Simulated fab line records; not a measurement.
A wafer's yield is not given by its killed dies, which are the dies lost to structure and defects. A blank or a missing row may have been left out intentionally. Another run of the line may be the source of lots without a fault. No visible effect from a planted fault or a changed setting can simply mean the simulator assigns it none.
fab line records ; flow sky130
[record] lots = 14; wafers = 42; lastDay = 50
route steps=708 shown CONTACT@425 METAL1@439 METAL2@487 VIA2@508
lots that met no fault: from a run of the same line without faults
startH: hours from the record's opening day to when the first of the lot's shown wafers began ; waitH: time in hours since the lot's previous step ; " repeats the value in the row above ; L1.1+2: several wafers, shown together as one row ; - no value, or no start was given ; * or withheld: withheld ; < > ~ a bound
route shown NAME@n: names a module that has steps shown in the file, with the first one's number in the route ; usual: the fault-free wafers' mean and standard deviation ; same: alike in all rows ; chamber/n: place in a boat ; sites: readings site by site ; _std_site: the standard deviation of these ; _edge_site: outer sites' mean less inner sites' ; radiusMm: for every site, how far away it sits from the centre of the wafer ; mask NAME#n: copy n ; behind: the most recent tool/chamber to have shaped the wafer ; hold: why the lot went on hold/how many hours it stayed there/how the hold came to an end ; device: names the non-switching transistor (n, p or np) ; end of line: tests run on the same wafers once the route is complete ; a step given without rows: its recipe and nothing more ; killed: at the first sort, the dies lost to defects and structure; wafer yield is something else ; map: the dies of a wafer, with x for killed, . for not killed, _ for no die there
set.NAME: the run value of the setting; set.NAME@STEP: its run value at that earlier step ; model.NAME: the simulator's own value behind a step, which no gauge read
route steps across a sampled set of lots; one table per step, one row per wafer
services: when a tool's chamber went out of use (startH, in hours from the record's first day, below 0 if earlier), for how many hours, and the reason
[[steps]]
[step SKY_CONTACT_STRIP_19]
[recipe] chemistry = O2/N2; powerW = 1400; pressureMtorr = 1500; platenTempC = withheld; o2FlowSccm = 3000; n2FlowSccm = 300; overashFraction = 0.5
[usual] drypumpMotorCurrentA = 5.6/0.36; o2FlowSccm = 3001/9; oesProductAu = 0.380/0.0049; stripTimeToEndpointS = 3.610/0.022
lot.wafer;tool;chamber;startH;waitH;drypumpMotorCurrentA;o2FlowSccm;oesProductAu;rfHoursCounterH;stripTimeToEndpointS
L737.2;plasmaAsher-01;0;728.05;-;5.3;3015;0.382;30;3.612
L737.3;plasmaAsher-01;1;728.05;-;5.5;2994;0.379;-;3.626
L737.6;plasmaAsher-01;1;728.05;-;5.5;2990;0.383;-;3.576
L739.1;plasmaAsher-03;1;747.38;-;5.3;3003;0.380;0;3.577
L739.4;plasmaAsher-03;1;747.38;-;5.2;3015;0.382;-;3.579
L739.5;plasmaAsher-03;1;747.38;-;5.3;3002;0.382;-;3.613
L742.4;plasmaAsher-01;1;774.60;-;5.5;2980;0.384;-;3.629
L742.5;plasmaAsher-01;0;774.60;-;5.4;3007;0.383;-;3.576
L742.6;plasmaAsher-01;1;774.60;-;5.5;2985;0.384;-;3.624
L743.1;plasmaAsher-02;1;777.02;-;6.2;2998;0.378;65;3.598
L743.3;plasmaAsher-02;1;777.02;-;6.2;3012;0.373;-;3.567
L743.6;plasmaAsher-02;1;777.02;-;6.2;2994;0.385;-;3.606
L744.3;plasmaAsher-02;1;786.23;-;6.1;3020;0.383;-;3.638
L744.4;plasmaAsher-02;0;786.23;-;5.3;3013;0.377;-;3.631
L744.5;plasmaAsher-02;0;786.23;-;5.3;3009;0.385;-;3.640
L747.4;plasmaAsher-02;1;813.22;-;6.2;2999;0.380;-;3.603
L747.5;plasmaAsher-02;0;813.22;-;5.2;2982;0.381;-;3.597
L747.6;plasmaAsher-02;1;813.22;-;6.2;3000;0.381;-;3.589
L748.3;plasmaAsher-01;1;822.23;-;5.5;2998;0.378;-;3.593
L748.4;plasmaAsher-01;0;822.23;-;5.4;2988;0.377;-;3.602
L748.6;plasmaAsher-01;1;822.23;-;5.5;2996;0.381;-;3.622
L753.2;plasmaAsher-01;1;862.80;-;5.5;3004;0.379;41;3.633
L753.3;plasmaAsher-01;0;862.80;-;5.3;3022;0.378;-;3.622
L753.4;plasmaAsher-01;1;862.80;-;5.5;2992;0.377;-;3.598
L755.1;plasmaAsher-02;0;872.40;-;5.3;3006;0.383;75;3.601
L755.3;plasmaAsher-02;1;872.40;-;6.1;3003;0.376;-;3.599
L755.6;plasmaAsher-02;1;872.40;-;6.2;2999;0.378;-;3.625
L754.1;plasmaAsher-02;1;873.03;-;6.2;3012;0.377;75;3.600
L754.4;plasmaAsher-02;1;873.03;-;6.2;2999;0.377;-;3.591
L754.6;plasmaAsher-02;1;873.03;-;6.2;3009;0.385;-;3.597
L756.1;plasmaAsher-01;0;876.92;-;5.4;2991;0.380;43;3.602
L756.2;plasmaAsher-01;1;876.92;-;5.5;2997;0.381;43;3.603
L756.3;plasmaAsher-01;1;876.92;-;5.5;3006;0.375;-;3.588
L758.3;plasmaAsher-03;0;890.95;-;5.7;3011;0.375;-;3.598
L758.5;plasmaAsher-03;1;890.95;-;5.3;3005;0.382;-;3.583
L758.6;plasmaAsher-03;0;890.95;-;5.7;3013;0.373;-;3.624
L760.2;plasmaAsher-03;1;901.92;-;5.2;3004;0.380;16;3.646
L760.4;plasmaAsher-03;1;901.92;-;5.3;2998;0.379;-;3.602
L760.6;plasmaAsher-03;1;901.92;-;5.3;3003;0.371;-;3.597
L759.2;plasmaAsher-02;1;908.82;-;6.2;3004;0.378;79;3.566
L759.4;plasmaAsher-02;0;908.82;-;5.2;2995;0.382;-;3.619
L759.5;plasmaAsher-02;0;908.82;-;5.3;2987;0.376;-;3.613
[step SKY_METAL1_RS_MEAS_05]
[recipe] thkMeasGauge = four-point-probe; reads = TiN_of_METAL1_SPUTTER_04+Ti_of_METAL1_SPUTTER_03+AlCu_of_METAL1_SPUTTER_02+TiN_of_METAL1_SPUTTER_01+Ti_of_METAL1_SPUTTER_00
[usual] METAL1_ALCU_RS = 0.1272/0.0012
lot.wafer;tool;chamber;startH;waitH;METAL1_ALCU_RS[ohm/sq]
L737.2;filmMetro-04;-;729.82;0.0;0.1254
L737.3;filmMetro-04;-;729.82;0.0;0.1256
L737.6;filmMetro-04;-;729.82;0.0;0.1270
L739.1;filmMetro-03;-;748.77;0.0;0.1279
L739.4;filmMetro-03;-;748.77;0.0;0.1290
L739.5;filmMetro-03;-;748.77;0.0;0.1290
L742.4;filmMetro-02;-;776.01;0.1;0.1282
L742.5;filmMetro-02;-;776.01;0.1;0.1286
L742.6;filmMetro-02;-;776.01;0.1;0.1273
L743.1;filmMetro-04;-;778.45;0.0;0.1263
L743.3;filmMetro-04;-;778.45;0.0;0.1256
L743.6;filmMetro-04;-;778.45;0.0;0.1260
L744.3;filmMetro-04;-;787.62;0.1;0.1254
L744.4;filmMetro-04;-;787.62;0.1;0.1260
L744.5;filmMetro-04;-;787.62;0.1;0.1260
L747.4;filmMetro-03;-;819.62;0.1;0.1283
L747.5;filmMetro-03;-;819.62;0.1;0.1286
L747.6;filmMetro-03;-;819.62;0.1;0.1269
L748.3;filmMetro-04;-;823.65;0.1;0.1277
L748.4;filmMetro-04;-;823.65;0.1;0.1276
L748.6;filmMetro-04;-;823.65;0.1;0.1280
L753.2;filmMetro-04;-;864.20;0.0;0.1283
L753.3;filmMetro-04;-;864.20;0.0;0.1285
L753.4;filmMetro-04;-;864.20;0.0;0.1288
L755.1;filmMetro-02;-;873.82;0.0;0.1276
L755.3;filmMetro-02;-;873.82;0.0;0.1272
L755.6;filmMetro-02;-;873.82;0.0;0.1275
L754.1;filmMetro-03;-;874.42;0.0;0.1283
L754.4;filmMetro-03;-;874.42;0.0;0.1267
L754.6;filmMetro-03;-;874.42;0.0;0.1281
L756.1;filmMetro-04;-;878.34;0.0;0.1276
L756.2;filmMetro-04;-;878.34;0.0;0.1274
L756.3;filmMetro-04;-;878.34;0.0;0.1274
L758.3;filmMetro-04;-;892.53;0.1;0.1283
L758.5;filmMetro-04;-;892.53;0.1;0.1276
L758.6;filmMetro-04;-;892.53;0.1;0.1274
L760.2;filmMetro-02;-;903.33;0.0;0.1272
L760.4;filmMetro-02;-;903.33;0.0;0.1276
L760.6;filmMetro-02;-;903.33;0.0;0.1274
L759.2;filmMetro-04;-;910.23;0.0;0.1275
L759.4;filmMetro-04;-;910.23;0.0;0.1272
L759.5;filmMetro-04;-;910.23;0.0;0.1282
[step SKY_METAL2_SPUTTER_04]
[recipe] material = TiN; targetThkNm = 70; powerW = 6500; timeS = 58.3; chamberPressurePa = 0.4
[usual] cathodeDcPowerW = 6500.0/1.1; chamberPressurePa = 0.4001/0.00076; throttleValvePct = 30.2/1.2; timeS = 58.3/0
lot.wafer;tool;chamber;startH;waitH;cathodeDcPowerW;chamberPressurePa;throttleValvePct;timeS
L737.2;pvdSputter-03;-;786.24;0.0;6501.7;0.4007;30.5;58.3
L737.3;pvdSputter-03;-;786.24;0.0;6499.3;0.4005;29.8;58.3
L737.6;pvdSputter-03;-;786.24;0.0;6499.0;0.4003;29.9;58.3
L739.1;pvdSputter-01;-;805.68;0.0;6498.0;0.3994;32.2;58.3
L739.4;pvdSputter-01;-;805.68;0.0;6499.5;0.4015;31.4;58.3
L739.5;pvdSputter-01;-;805.68;0.0;6498.4;0.4007;31.9;58.3
L742.4;pvdSputter-01;-;830.46;0.0;6498.6;0.4007;30.2;58.3
L742.5;pvdSputter-01;-;830.46;0.0;6497.2;0.4000;31.5;58.3
L742.6;pvdSputter-01;-;830.46;0.0;6502.1;0.3988;27.8;58.3
L743.1;pvdSputter-01;-;832.75;0.0;6500.4;0.3998;30.1;58.3
L743.3;pvdSputter-01;-;832.75;0.0;6501.1;0.4004;31.4;58.3
L743.6;pvdSputter-01;-;832.75;0.0;6501.0;0.3996;31.6;58.3
L744.3;pvdSputter-01;-;842.82;0.0;6499.2;0.4004;31.7;58.3
L744.4;pvdSputter-01;-;842.82;0.0;6500.4;0.4008;27.8;58.3
L744.5;pvdSputter-01;-;842.82;0.0;6499.9;0.4009;30.1;58.3
L747.4;pvdSputter-03;-;873.96;0.0;-;-;-;-
L747.5;pvdSputter-03;-;873.96;0.0;-;-;-;-
L747.6;pvdSputter-03;-;873.96;0.0;-;-;-;-
L748.3;pvdSputter-03;-;878.65;0.0;-;-;-;-
L748.4;pvdSputter-03;-;878.65;0.0;-;-;-;-
L748.6;pvdSputter-03;-;878.65;0.0;-;-;-;-
L753.2;pvdSputter-04;-;918.49;0.0;6499.5;0.4007;29.9;58.3
L753.3;pvdSputter-04;-;918.49;0.0;6498.6;0.3995;30.3;58.3
L753.4;pvdSputter-04;-;918.49;0.0;6500.2;0.3989;30.6;58.3
L755.1;pvdSputter-04;-;927.30;0.0;6500.7;0.4004;29.5;58.3
L755.3;pvdSputter-04;-;927.30;0.0;6499.8;0.4009;30.1;58.3
L755.6;pvdSputter-04;-;927.30;0.0;6500.4;0.3998;30.5;58.3
L754.1;pvdSputter-01;-;928.11;0.0;6500.2;0.4000;27.6;58.3
L754.4;pvdSputter-01;-;928.11;0.0;6499.5;0.3996;29.9;58.3
L754.6;pvdSputter-01;-;928.11;0.0;6500.9;0.4005;29.9;58.3
L756.1;pvdSputter-04;-;931.42;0.0;6498.5;0.4002;29.5;58.3
L756.2;pvdSputter-04;-;931.42;0.0;6498.9;0.3999;29.6;58.3
L756.3;pvdSputter-04;-;931.42;0.0;6499.4;0.4000;30.6;58.3
L758.3;pvdSputter-04;-;945.09;0.0;6500.0;0.4000;29.8;58.3
L758.5;pvdSputter-04;-;945.09;0.0;6499.6;0.4002;29.7;58.3
L758.6;pvdSputter-04;-;945.09;0.0;6500.6;0.4007;30.6;58.3
L760.2;pvdSputter-03;-;955.56;0.0;6501.5;0.3996;30.4;58.3
L760.4;pvdSputter-03;-;955.56;0.0;6498.7;0.4003;30.4;58.3
L760.6;pvdSputter-03;-;955.56;0.0;6499.9;0.3999;30.1;58.3
L759.2;pvdSputter-01;-;962.09;0.0;6499.6;0.3981;31.2;58.3
L759.4;pvdSputter-01;-;962.09;0.0;6499.8;0.3995;31.9;58.3
L759.5;pvdSputter-01;-;962.09;0.0;6501.3;0.4000;27.7;58.3
[step SKY_METAL2_THK_MEAS_06]
[recipe] thkMeasGauge = xrf; reads = AlCu_of_METAL2_SPUTTER_02
[usual] METAL2_ALCU_THK = 250.0/2.4
lot.wafer;tool;chamber;startH;waitH;hold;METAL2_ALCU_THK[nm]
L737.2;filmMetro-02;-;786.42;0.1;-;249.0
L737.3;filmMetro-02;-;786.42;0.1;-;247.4
L737.6;filmMetro-02;-;786.42;0.1;-;249.8
L739.1;filmMetro-02;-;805.85;0.1;-;247.6
L739.4;filmMetro-02;-;805.85;0.1;-;249.8
L739.5;filmMetro-02;-;805.85;0.1;-;248.4
L742.4;filmMetro-01;-;830.66;0.1;-;247.3
L742.5;filmMetro-01;-;830.66;0.1;-;252.4
L742.6;filmMetro-01;-;830.66;0.1;-;248.7
L743.1;filmMetro-01;-;832.92;0.1;-;249.1
L743.3;filmMetro-01;-;832.92;0.1;-;251.4
L743.6;filmMetro-01;-;832.92;0.1;-;250.9
L744.3;filmMetro-04;-;843.01;0.1;-;250.5
L744.4;filmMetro-04;-;843.01;0.1;-;249.4
L744.5;filmMetro-04;-;843.01;0.1;-;248.1
L747.4;filmMetro-04;-;876.49;2.1;awaitDispo/0.2h/release;290.3
L747.5;filmMetro-04;-;876.49;2.1;awaitDispo/0.2h/release;294.0
L747.6;filmMetro-04;-;876.49;2.1;awaitDispo/0.2h/release;291.3
L747.4;filmMetro-04;-;876.72;0.2;-;290.2
L747.5;filmMetro-04;-;876.72;0.2;-;293.7
L747.6;filmMetro-04;-;876.72;0.2;-;291.4
L748.3;filmMetro-02;-;881.66;2.6;awaitDispo/0.2h/release;291.0
L748.4;filmMetro-02;-;881.66;2.6;awaitDispo/0.2h/release;288.0
L748.6;filmMetro-02;-;881.66;2.6;awaitDispo/0.2h/release;286.7
L748.3;filmMetro-02;-;881.89;0.2;-;288.4
L748.4;filmMetro-02;-;881.89;0.2;-;289.0
L748.6;filmMetro-02;-;881.89;0.2;-;287.7
L753.2;filmMetro-04;-;918.67;0.1;-;248.4
L753.3;filmMetro-04;-;918.67;0.1;-;245.1
L753.4;filmMetro-04;-;918.67;0.1;-;247.5
L755.1;filmMetro-01;-;927.46;0.1;-;250.0
L755.3;filmMetro-01;-;927.46;0.1;-;249.4
L755.6;filmMetro-01;-;927.46;0.1;-;248.5
L754.1;filmMetro-04;-;928.28;0.1;-;247.5
L754.4;filmMetro-04;-;928.28;0.1;-;248.3
L754.6;filmMetro-04;-;928.28;0.1;-;249.2
L756.1;filmMetro-02;-;931.58;0.1;-;254.2
L756.2;filmMetro-02;-;931.58;0.1;-;255.4
L756.3;filmMetro-02;-;931.58;0.1;-;254.6
L758.3;filmMetro-04;-;945.28;0.1;-;251.4
L758.5;filmMetro-04;-;945.28;0.1;-;249.7
L758.6;filmMetro-04;-;945.28;0.1;-;248.3
L760.2;filmMetro-04;-;955.74;0.1;-;249.4
L760.4;filmMetro-04;-;955.74;0.1;-;251.3
L760.6;filmMetro-04;-;955.74;0.1;-;251.0
L759.2;filmMetro-04;-;962.27;0.1;-;246.8
L759.4;filmMetro-04;-;962.27;0.1;-;248.2
L759.5;filmMetro-04;-;962.27;0.1;-;251.8
[step SKY_VIA2_THK_MEAS_01]
[recipe] reads = SiO2_of_VIA2_HDPCVD_00
[usual] VIA2_HDPCVD_THK = 1173/11
lot.wafer;tool;chamber;startH;waitH;VIA2_HDPCVD_THK[nm]
L737.2;filmMetro-01;-;813.41;0.1;1185
L737.3;filmMetro-01;-;813.41;0.1;1168
L737.6;filmMetro-01;-;813.41;0.1;1169
L739.1;filmMetro-01;-;832.12;0.1;1173
L739.4;filmMetro-01;-;832.12;0.1;1182
L739.5;filmMetro-01;-;832.12;0.1;1187
L742.4;filmMetro-04;-;857.98;0.0;1170
L742.5;filmMetro-04;-;857.98;0.0;1166
L742.6;filmMetro-04;-;857.98;0.0;1178
L743.1;filmMetro-03;-;860.35;0.1;1192
L743.3;filmMetro-03;-;860.35;0.1;1183
L743.6;filmMetro-03;-;860.35;0.1;1187
L744.3;filmMetro-04;-;870.12;0.1;1182
L744.4;filmMetro-04;-;870.12;0.1;1183
L744.5;filmMetro-04;-;870.12;0.1;1179
L753.2;filmMetro-04;-;944.69;0.1;1170
L753.3;filmMetro-04;-;944.69;0.1;1178
L753.4;filmMetro-04;-;944.69;0.1;1189
L755.1;filmMetro-01;-;951.71;0.1;1153
L755.3;filmMetro-01;-;951.71;0.1;1151
L755.6;filmMetro-01;-;951.71;0.1;1145
L754.1;filmMetro-01;-;954.22;0.1;1166
L754.4;filmMetro-01;-;954.22;0.1;1166
L754.6;filmMetro-01;-;954.22;0.1;1168
L756.1;filmMetro-04;-;957.08;0.1;1163
L756.2;filmMetro-04;-;957.08;0.1;1168
L756.3;filmMetro-04;-;957.08;0.1;1151
L758.3;filmMetro-03;-;971.13;0.1;1170
L758.5;filmMetro-03;-;971.13;0.1;1174
L758.6;filmMetro-03;-;971.13;0.1;1175
L760.2;filmMetro-03;-;980.68;0.1;1185
L760.4;filmMetro-03;-;980.68;0.1;1178
L760.6;filmMetro-03;-;980.68;0.1;1176
L759.2;filmMetro-04;-;987.07;0.1;1168
L759.4;filmMetro-04;-;987.07;0.1;1174
L759.5;filmMetro-04;-;987.07;0.1;1172
[[services]]
tool;chamber;startH;hours;kind
pvdSputter-01;-;706.86;1.1;repair
plasmaAsher-03;-;726.33;2.0;repair
plasmaAsher-01;-;728.85;14.0;repair
plasmaAsher-03;-;733.75;9.0;pm
pvdSputter-01;1;757.86;-;consumableReplace:kit
pvdSputter-01;1;757.86;18.0;scheduledDown
pvdSputter-01;1;757.86;18.0;ventCycle
plasmaAsher-03;-;765.52;0.5;repair
pvdSputter-04;-;778.15;0.7;repair
pvdSputter-04;-;792.23;0.8;repair
plasmaAsher-01;-;802.48;11.0;repair
plasmaAsher-01;-;814.02;1.2;repair
pvdSputter-04;-;815.61;3.7;repair
pvdSputter-04;-;822.61;7.9;repair
plasmaAsher-03;-;857.49;4.1;repair
pvdSputter-01;-;865.20;1.9;repair
pvdSputter-01;0;871.06;-;consumableReplace:kit
pvdSputter-01;0;871.06;18.0;scheduledDown
pvdSputter-04;-;883.94;1.9;repair
pvdSputter-01;-;887.18;3.8;repair
plasmaAsher-03;-;904.30;2.8;pm
pvdSputter-03;-;911.61;21.2;repair
pvdSputter-01;-;914.43;2.3;repair
plasmaAsher-03;-;949.34;4.0;pm
[[key]]
[firstSign] step = SKY_METAL2_SPUTTER_04; reading = toolRecord; direction = missing
[effect] step = SKY_METAL2_THK_MEAS_06; reading = visit; direction = added
[effect] step = SKY_METAL2_THK_MEAS_06; reading = METAL2_ALCU_THK; direction = up; sigmas = 17; usual = 250.0; struck = 290.2
metAt SKY_METAL2_SPUTTER_04
struckLots L747,L748
laterRowsLeftOut L747.4,L747.5,L747.6,L748.3,L748.4,L748.6
sortLeftOut L747.4,L747.5,L747.6,L748.3,L748.4,L748.6
notActingAt SKY_CONTACT_STRIP_19,SKY_METAL1_RS_MEAS_05,SKY_VIA2_THK_MEAS_01
onsetBetween 786.24 873.96
[fault] kind = skippedStepWhole; tool = pvdSputter-03; chamber = -; onsetH = 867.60; steps = SKY_METAL2_SPUTTER_04; scope = struckLotsOnly
// sortLeftOut: the simulated sort isn't trusted on such a fault, so these wafers' sort isn't shown, and their yield isn't known
// laterRowsLeftOut: the simulator's readings of these wafers behind a module that went badly wrong aren't trusted and aren't shown, but for the sort
